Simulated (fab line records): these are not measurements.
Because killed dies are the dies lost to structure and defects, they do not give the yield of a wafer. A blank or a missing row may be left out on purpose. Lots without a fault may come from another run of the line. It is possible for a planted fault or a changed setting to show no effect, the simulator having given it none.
Which tool was responsible? -- flow sky130 -- 6 lots, 18 wafers sampled, at 1 step of a route of 708

== WHAT THE GAUGES SHOWED, per wafer ==
SKY_FIELD_ISO_THK_MEAS_04.
lot,measured,on,FIELD_ISO_CVD_03_THK (nm)
L508,day 1 18:50,film metro-03,165.4 164.6 165.1
L510,day 2 07:34,film metro-03,167.4 168.7 167.4
L514,day 3 03:12,film metro-01,162.1 162.4 162.8
L515,day 3 09:58,film metro-03,163.3 164.2 165.2
L522,day 4 18:56,film metro-03,164.2 165.2 165.0
L529,day 6 05:07,film metro-04,164.7 167.4 165.2

== WHAT TOOL EACH LOT RAN ON (gives the tool, then ch and the chambers of the sampled wafers, and finally the start) ==
The record holds no process step before these readings.

== THE ANSWER, worked out from the rows above alone ==
Rule: what is usual is taken from the lots themselves. The widest of any qualifying gaps counts: lots, ordered by their means at a reading, are off when they make up no more than a third of the lots, leave a main group of 4 or more, and stand apart from it by 3 or more times the standard deviation of that group's means. A main group is skipped when, at the precision printed for the reading in the tables above, its means are all equal. Also off: a lot with no number at a reading for which 4 or more lots have one. Any other lot the step has rows for is counted as sound.
Across all readings shown, no lot is off: no conclusion can be drawn from this.

== WHAT THE SIMULATOR HAD INSERTED ==
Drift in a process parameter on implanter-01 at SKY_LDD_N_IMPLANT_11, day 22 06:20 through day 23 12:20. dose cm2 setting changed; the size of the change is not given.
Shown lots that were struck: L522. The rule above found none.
